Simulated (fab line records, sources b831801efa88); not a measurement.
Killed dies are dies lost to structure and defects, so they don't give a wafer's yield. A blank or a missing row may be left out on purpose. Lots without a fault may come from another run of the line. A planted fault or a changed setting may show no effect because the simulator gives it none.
Which tool did it? | flow sky130 | 14 lots, 42 wafers sampled, at 2 steps of a route of 708

WHAT THE GAUGES READ, wafer by wafer
SKY_POLY_GATE_CD_MEAS_13: target cd 150 nm. Usual: cd_nm 149.5 nm, standard deviation 1.7.
lot  | measured     | on        | cd_nm (nm)        | flag
L399 | day 16 14:14 | cd_sem-01 | 150.9 152.2 151.9 |
L400 | day 16 19:45 | cd_sem-02 | 149.7 148.8 150.0 |
L401 | day 17 06:02 | cd_sem-01 | 147.2 147.9 147.1 |
L402 | day 17 15:01 | cd_sem-01 | 150.1 150.3 151.1 |
L403 | day 17 20:16 | cd_sem-02 | 149.8 149.1 148.9 |
L404 | day 18 04:05 | cd_sem-02 | 150.7 149.9 150.6 |
L406 | day 19 19:22 | cd_sem-01 | 150.7 150.2 150.3 |
L408 | day 20 00:01 | cd_sem-02 | 150.1 150.5 150.7 |
L409 | day 20 09:53 | cd_sem-02 | 151.1 150.6 150.0 |
L412 | day 21 02:07 | cd_sem-02 | 151.2 151.1 150.4 |
L413 | day 21 15:01 | cd_sem-01 | 139.8 140.4 139.4 | OFF
L414 | day 21 22:11 | cd_sem-01 | 137.2 137.2 137.8 | OFF
L417 | day 22 19:00 | cd_sem-01 | 150.4 150.6 150.0 |
L419 | day 23 14:26 | cd_sem-02 | 150.9 150.2 148.9 |

WHICH TOOL RAN EACH LOT (tool, then ch and the chambers of the sampled wafers, then the start)
lot  | SKY_POLY_GATE_EXPOSE_10
L399 | krf_scanner-01 ch 0, day 16 00:34
L400 | krf_scanner-01 ch 0, day 16 05:46
L401 | krf_scanner-01 ch 0, day 16 15:26
L402 | krf_scanner-02 ch 0, day 17 00:56
L403 | krf_scanner-01 ch 0, day 17 05:56
L404 | krf_scanner-02 ch 0, day 17 13:25
L406 | krf_scanner-02 ch 0, day 19 04:05
L408 | krf_scanner-02 ch 0, day 19 08:23
L409 | krf_scanner-02 ch 0, day 19 18:16
L412 | krf_scanner-01 ch 0, day 20 11:22
L413 | krf_scanner-01 ch 0, day 20 23:32
L414 | krf_scanner-01 ch 0, day 21 07:50
L417 | krf_scanner-02 ch 0, day 22 03:59
L419 | krf_scanner-02 ch 0, day 22 23:52
- SKY_POLY_GATE_EXPOSE_10: exposes mask P1M, target cd 150 nm.

WHAT THE TOOLS THEMSELVES READ (means of the sampled wafers that have a number; where no wafer has one, the mark that the record gives instead)
SKY_POLY_GATE_EXPOSE_10. Usual: exposure_dose_mJ_cm2 27.97, standard deviation 0.031.
lot  | tool           | exposure_dose_mJ_cm2 | flag
L399 | krf_scanner-01 | 28.01                |
L400 | krf_scanner-01 | 27.99                |
L401 | krf_scanner-01 | 27.98                |
L402 | krf_scanner-02 | 27.97                |
L403 | krf_scanner-01 | 27.99                |
L404 | krf_scanner-02 | 27.96                |
L406 | krf_scanner-02 | 27.96                |
L408 | krf_scanner-02 | 27.95                |
L409 | krf_scanner-02 | 27.93                |
L412 | krf_scanner-01 | 27.96                |
L413 | krf_scanner-01 | 29.68                | OFF
L414 | krf_scanner-01 | 29.67                | OFF
L417 | krf_scanner-02 | 27.92                |
L419 | krf_scanner-02 | 27.94                |

THE ANSWER, worked out from the rows above alone
Rule: a lot is off if the mean of its wafers that have a number lies more than 3 standard deviations from the usual mean. A lot without any number at a reading at which 4 lots or more have one is off too. The other lots that the step has rows for count as sound. The gauges are gone through in route order, then the tools' own readings, and for those a lot's mean is taken as printed above. The first step at which some lot is off is used, and at that step the reading that is off furthest; a lot without a number counts as furthest.
Off: L413, L414, at SKY_POLY_GATE_CD_MEAS_13 (cd_nm).
A tool fits if, at a process step before that reading, it ran every lot that is off, and no sound lot after the first of them. The gauges at SKY_POLY_GATE_CD_MEAS_13 aren't tried: what is off there is off at SKY_POLY_GATE_EXPOSE_10 too, on other tools, and a gauge's error can't cause that. One fits: krf_scanner-01 at SKY_POLY_GATE_EXPOSE_10. Its last sound lot is L412 (day 20 11:22), its first lot that is off L413 (day 20 23:32): a fault that began between those two fits.
The tool's own readings at SKY_POLY_GATE_EXPOSE_10 bear it out: on the lots that are off they differ by more than 5 times the standard deviation of the sound lots' means. exposure_dose_mJ_cm2 reads 29.68 there against 27.96 on the sound lots.

WHAT THE SIMULATOR HAD PUT IN
Process parameter drift: krf_scanner-01, from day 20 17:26 on, at SKY_POLY_GATE_EXPOSE_10. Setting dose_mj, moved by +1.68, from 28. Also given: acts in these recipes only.
Lots struck among those shown: L413, L414. The rule above found the same.
